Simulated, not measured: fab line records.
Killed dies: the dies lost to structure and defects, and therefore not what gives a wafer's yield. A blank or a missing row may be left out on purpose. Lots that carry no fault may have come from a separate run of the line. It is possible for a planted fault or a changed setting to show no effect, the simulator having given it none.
A single fault, viewed from 2 desks -- flow sky130 -- each desk holds nothing but its own numbers, with what lay behind them at the end

== AT THE TOOL OWNER'S DESK: rie_metal-02 ==
The tool's own readings at SKY_CAP2M_METAL_ETCH_13 (etches TiN in Cl2/BCl3, stops on SiO2, target depth 220 nm, time 62.9 s): means of the sampled wafers that have a number, for each lot that ran on this tool. If a lot's mean is further than 4 standard deviations from the usual mean, the lot is out of limits and carries the mark OUT (the distance appears in the brackets).
Columns: A = chamber_pressure_mTorr at SKY_CAP2M_METAL_ETCH_13, usual 10.001 mTorr; B = drypump_motor_current_A at SKY_CAP2M_METAL_ETCH_13, usual 5.7 A; C = oes_product_au at SKY_CAP2M_METAL_ETCH_13, usual 0.943 a.u.; D = rf_fwd_power_W at SKY_CAP2M_METAL_ETCH_13, usual 893 W; E = throttle_valve_pct at SKY_CAP2M_METAL_ETCH_13, usual 21.900 %
lot,first seen here,A,B,C,D,E
L897,day 40 19:07,9.998,5.8,0.934,890,21.904
L900,day 42 01:23,9.995,5.8,0.937,892,21.910
L902,day 42 10:24,10.001,5.8,0.950,896,21.893
L903,day 43 05:49,9.997,6.2,0.945,893,21.903
L906,day 43 12:55,9.333 (-70) OUT,6.2,0.947,892,21.905
L907,day 43 21:34,8.004 (-99 or more) OUT,5.8,0.949,892,21.896
L909,day 44 13:02,8.681 (-99 or more) OUT,6.0,0.937,895,21.896
Finding of this desk: L906, L907, L909 out of limits; the first was L906 at day 43 12:55, on chamber_pressure_mTorr at SKY_CAP2M_METAL_ETCH_13. L897, L900, L902, L903: within limits.

== FROM THE METROLOGY DESK ==
Lot by lot, what the gauges showed, no matter which tool ran the lot: averages of those sampled wafers that carry a number. If a lot's mean is further than 4 standard deviations from the usual mean, the lot is out of limits and carries the mark OUT (the distance appears in the brackets).
Columns: A = VIA3_W_THK at SKY_VIA3_THK_MEAS_23, usual 399 nm; B = CAP2M_OVL at SKY_CAP2M_OVL_MEAS_12, usual 0.5 nm
lot,first seen here,A,B
L897,day 39 18:58,397,-0.9
L900,day 41 00:50,401,-1.5
L902,day 41 10:12,398,2.1
L903,day 42 04:37,402,-0.7
L906,day 42 13:10,400,2.7
L907,day 42 22:04,403,0.9
L909,day 43 13:23,401,0.5
L915,day 45 09:32,400,2.7
L916,day 45 10:51,404,2.9
L917,day 45 15:06,399,0.1
L919,day 46 18:56,396,-0.0
L918,day 46 22:43,403,1.1
This desk found nothing out of limits on any of the 12 lots.

== TAKEN TOGETHER ==
At day 43 12:55, on L906, L907, L909, the tool owner's desk was in a position to raise an alarm.
The metrology desk saw nothing out of limits.
The metrology desk holds a record of L906, L907, L909, inside its limits.
SKY_CAP2M_METAL_ETCH_13 was run on rie_metal-02 by each of the lots named.

== WHAT THE SIMULATOR HAD INSERTED ==
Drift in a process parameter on rie_metal-02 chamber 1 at SKY_CAP2M_METAL_ETCH_13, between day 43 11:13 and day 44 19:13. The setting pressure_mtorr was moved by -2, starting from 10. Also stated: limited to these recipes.
Struck lots among those shown: L906, L907, L909.
Each desk's first reading out of limits, in hours after the fault started: the tool owner's desk, 2.
